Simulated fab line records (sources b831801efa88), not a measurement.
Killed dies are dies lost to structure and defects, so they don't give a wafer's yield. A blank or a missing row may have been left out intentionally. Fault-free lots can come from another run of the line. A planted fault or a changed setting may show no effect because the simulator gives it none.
8D (eight disciplines) problem report, filled in by code :: flow gf180mcu :: the parts of the form that need people (team, actions taken, sign-off) are left out

== 1. THE ISSUE ==
Across 3 wafers from 2 lots, V4_W_RS at GF_V4_RS_MEAS_24 averages 0.3014 ohm/sq, while fault-free wafers read 0.3271 ohm/sq with a standard deviation of 0.003. Measured from the usual mean, that is -8.6 standard deviations.
The step: measures by four-point-probe.
Earliest sighting: wafer L714.5 on filmMetro-01 at day 30 15:01. Wafers with a number at this step in the record: 33, from 11 lots. Rule for "out", or "out of limits": more than 4 standard deviations from the usual mean. Any other wafer with a number is counted as sound.

== 2. WHAT IT IS; WHAT IT IS NOT ==
question: which readings at this step
is: V4_W_RS
is not: -

question: which lots
is: L714, L715
is not: L696, L697, L698, L703, L706, L708, L710, L716, L717

question: which wafers of those lots
is: L714.5, L715.1, L715.4
is not: L714.2, L714.3, L715.3

question: read on which gauges
is: filmMetro-01, filmMetro-02
is not: filmMetro-04

question: when
is: from day 30 15:01
is not: up to then (23 sound wafers); but 7 sound wafers of L715, L716, L717 came after

== 3. SUSPECTS, AND WHAT RULES EACH OUT ==
Counting: if a tool at a process step up to the reading ran every lot that is out, it stays a suspect. Sound lots after the first of them don't rule it out here, since some wafers of a struck lot are sound.
- the gauge at GF_V4_RS_MEAS_24: ruled out. 2 gauges (filmMetro-01, filmMetro-02) read the wafers that are out.
- cvdW-02 at GF_V4_CVD_23 (deposits W, target thk 350 nm, time 104.9 s): kept. It ran every lot that is out, first L714 (day 30 14:53); its last sound lot up to then is L706 (day 28 03:19). Out on those wafers are its own readings of chamberPressureTorr.
- Within cvdW-02 at GF_V4_CVD_23, the wafers that are out were processed in chamber 0 and their sound lot-mates in chamber 1.
The count leaves cvdW-02 at GF_V4_CVD_23.

== 4. THE CAUSE (what the simulator had put in) ==
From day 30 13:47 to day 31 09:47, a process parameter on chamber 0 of cvdW-02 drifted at GF_V4_CVD_23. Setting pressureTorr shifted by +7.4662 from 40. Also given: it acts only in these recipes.
This tool alone remained once counting was done.

== 5. THE EFFECT CHAIN, in route order ==
Rows list readings where the struck wafers' mean (over those with a number) sits beyond 3 standard deviations from the usual. Readings are gone through only where the record gives a usual standard deviation; hours: the median, over the lots, of the time from a lot's start at the first step in this table giving one to that lot's start at this step; sigmas: the change measured in usual standard deviations.
hours: 0
step: GF_V4_CVD_23
reading: chamberPressureTorr
usual: 40.00 Torr
on struck wafers: 47.36
change: +7.36
sigmas: +89

hours: 0
step: GF_V4_RS_MEAS_24
reading: V4_W_RS
usual: 0.3271 ohm/sq
on struck wafers: 0.3014
change: -0.0257
sigmas: -8.6

hours: 0
step: GF_V4_THK_MEAS_25
reading: V4_W_THK
usual: 354 nm
on struck wafers: 384
change: +30
sigmas: +7.0

hours: 0
step: GF_V4_CMP_26
reading: timeToEndpointS
usual: 86.3 s
on struck wafers: 95.3
change: +9.0
sigmas: +3.1
Its process steps:
- GF_V4_CVD_23: deposits W, target thk 350 nm, time 104.9 s.
- GF_V4_CMP_26: polishes, stops on SiO2, t overpolish 15 s, target thk 0 nm.

== 6. HOW IT WOULD HAVE BEEN CAUGHT EARLIER ==
In this record the first reading out of limits at a measuring or inspecting step was taken at day 30 15:01, 1 hour after the fault began at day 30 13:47.
The tool's own readings at GF_V4_CVD_23 were out on every struck wafer that the step has a row for (chamberPressureTorr): an alarm limit on them would have fired on the first of those.
Lots out: 2; of these, L715 started GF_V4_CVD_23 on cvdW-02 after day 30 15:01. It would have been spared by a hold on the tool at that moment.
